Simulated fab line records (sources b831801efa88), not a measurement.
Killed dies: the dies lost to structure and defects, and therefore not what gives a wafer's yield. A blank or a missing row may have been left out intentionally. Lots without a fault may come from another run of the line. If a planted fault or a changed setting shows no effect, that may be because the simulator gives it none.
Which tool was responsible? ; flow gf180mcu ; 14 lots, 42 wafers sampled, at 5 steps of a route of 602

WHAT THE GAUGES READ, wafer by wafer
GF_HV_LDD_TW_MEAS_50.
lot;measured;on;HV_LDD_4_TW
L189;day 12 09:25;film-metro-01;568 567 571
L191;day 13 06:58;film-metro-04;570 571 573
L192;day 13 10:55;film-metro-04;575 573 574
L194;day 14 11:58;film-metro-02;558 556 556
L196;day 14 20:37;film-metro-02;562 560 557
L195;day 14 21:18;film-metro-02;560 558 559
L197;day 15 04:59;film-metro-04;574 576 575
L198;day 15 14:40;film-metro-04;577 578 575
L202;day 16 15:13;film-metro-02;564 562 559
L207;day 18 07:06;film-metro-02;559 559 560
L209;day 19 01:13;film-metro-02;564 564 566
L210;day 19 10:44;film-metro-01;565 564 567
L211;day 19 15:26;film-metro-01;569 570 567
L212;day 19 21:36;film-metro-02;566 565 566

GF_PSD_TW_MEAS_11.
lot;measured;on;PSD_TW
L189;day 14 06:58;film-metro-02;3119 3126 3127
L191;day 15 03:49;film-metro-03;3177 3173 3179
L192;day 15 08:16;film-metro-03;3163 3186 3151
L194;day 16 10:59;film-metro-02;3162 3156 3163
L196;day 16 21:11;film-metro-01;3183 3184 3196
L195;day 16 21:38;film-metro-03;3173 3180 3172
L197;day 17 05:34;film-metro-03;3147 3160 3167
L198;day 17 14:32;film-metro-01;3179 3199 3195
L202;day 18 18:05;film-metro-01;3160 3185 3170
L207;day 20 10:45;film-metro-03;3167 3174 3168
L209;day 21 04:47;film-metro-03;3156 3160 3163
L210;day 21 15:49;film-metro-01;3187 3185 3183
L211;day 21 18:49;film-metro-02;3136 3144 3134
L212;day 22 00:32;film-metro-03;3176 3162 3153

GF_SAB_THK_MEAS_01.
lot;measured;on;SAB_CVD_00_THK (nm)
L189;day 14 07:26;film-metro-01;50.2 50.2 50.1
L191;day 15 04:20;film-metro-03;50.2 50.3 50.6
L192;day 15 08:43;film-metro-03;49.4 49.0 49.6
L194;day 16 11:26;film-metro-04;49.9 48.9 48.9
L196;day 16 21:38;film-metro-04;49.8 49.5 50.9
L195;day 16 22:17;film-metro-01;98.5 99.7 99.2
L197;day 17 06:03;film-metro-04;48.8 49.2 49.9
L198;day 17 15:11;film-metro-04;100.0 98.6 99.5
L202;day 18 18:52;film-metro-04;100.1 99.5 100.5
L207;day 20 11:13;film-metro-04;50.2 49.8 50.2
L209;day 21 05:14;film-metro-03;49.8 50.1 50.2
L210;day 21 16:16;film-metro-01;49.6 49.3 50.8
L211;day 21 19:17;film-metro-01;49.2 49.3 50.6
L212;day 22 00:59;film-metro-04;50.5 50.9 50.2

GF_SALICIDE_RS_MEAS_04: uses a four-point probe to measure.
lot;measured;on;SALICIDE_TIN_RS (ohm/sq)
L189;day 15 05:04;film-metro-03;16.6 16.0 16.5
L191;day 16 03:00;film-metro-03;16.3 16.1 16.0
L192;day 16 07:16;film-metro-03;17.0 16.5 16.8
L194;day 17 10:01;film-metro-03;16.1 16.2 16.2
L196;day 17 21:02;film-metro-03;15.9 16.1 16.1
L195;day 17 21:11;film-metro-02;16.8 16.8 16.9
L197;day 18 05:29;film-metro-04;16.1 16.5 16.6
L198;day 18 14:38;film-metro-02;16.6 16.2 16.2
L202;day 19 19:46;film-metro-03;16.6 16.1 16.2
L207;day 21 11:46;film-metro-03;16.7 16.3 16.6
L209;day 22 04:44;film-metro-03;16.0 16.4 16.1
L210;day 22 15:33;film-metro-03;16.6 16.2 16.2
L211;day 22 19:13;film-metro-03;15.8 15.9 15.8
L212;day 23 00:11;film-metro-04;16.6 16.5 16.1

TOOL THAT RAN EACH LOT (tool first, then ch and the chambers of the sampled wafers, then the start)
lot;GF_SAB_CVD_00
L189;pecvd-01 ch 0,2, day 14 07:24
L191;pecvd-03 ch 1,2, day 15 04:16
L192;pecvd-01 ch 0,1,2, day 15 08:42
L194;pecvd-02 ch 0,1,2, day 16 11:25
L196;pecvd-03 ch 1,2, day 16 21:37
L195;pecvd-02 ch 0,2, day 16 22:03
L197;pecvd-01 ch 0,2, day 17 05:59
L198;pecvd-03 ch 0,2, day 17 14:58
L202;pecvd-02 ch 0,1,2, day 18 18:31
L207;pecvd-01 ch 1,2, day 20 11:10
L209;pecvd-03 ch 0,1,2, day 21 05:13
L210;pecvd-02 ch 0,2, day 21 16:14
L211;pecvd-02 ch 0,1, day 21 19:16
L212;pecvd-01 ch 0,2, day 22 00:56
- GF_SAB_CVD_00: deposits SiO2 from TEOS, target thk 50 nm, time 4.9302 s.

AS READ BY THE TOOLS THEMSELVES (means over the sampled wafers that have a number; for cases with no such wafer, the mark the record gives instead)
GF_SAB_CVD_00.
lot;tool;heater-power-w (W);susceptor-temp-C (C)
L189;pecvd-01;672;400.00
L191;pecvd-03;625;400.10
L192;pecvd-01;635;399.73
L194;pecvd-02;777;399.96
L196;pecvd-03;751;400.07
L195;pecvd-02;728;400.07
L197;pecvd-01;655;400.09
L198;pecvd-03;674;400.02
L202;pecvd-02;775;400.02
L207;pecvd-01;593;399.96
L209;pecvd-03;727;400.00
L210;pecvd-02;842;400.00
L211;pecvd-02;876;400.11
L212;pecvd-01;684;399.87

THE ANSWER, worked out from the rows above alone
Rule: the usual values come from the lots themselves. Put in order of their means at a reading, lots are off if they are a third of the lots or fewer, leave a main group of 4 or more, and stand apart from it by a gap of 3 or more times the standard deviation of the main group's means; of several such gaps the widest counts. If all means in a main group match to the digits the tables above print for the reading, that group is not used. A lot without any number at a reading at which 4 lots or more have one is off too. All remaining lots with rows at the step are treated as sound. First the gauges in route order, then the tools' own readings, where a lot's mean is used as printed above. The first step at which some lot is off is used, and at that step the reading that is off furthest; a lot without a number counts as furthest.
Off: L195, L198, L202, at GF_SAB_THK_MEAS_01 (SAB_CVD_00_THK). For the main group the mean is 49.9 nm and the standard deviation 0.42.
If a tool, at a process step before that reading, ran all the lots that are off and no sound lot after the first of them, it fits. Gauges at GF_SAB_THK_MEAS_01: tried the same way as those tools. Of those tried, none fits.

WHAT THE SIMULATOR HAD INSERTED
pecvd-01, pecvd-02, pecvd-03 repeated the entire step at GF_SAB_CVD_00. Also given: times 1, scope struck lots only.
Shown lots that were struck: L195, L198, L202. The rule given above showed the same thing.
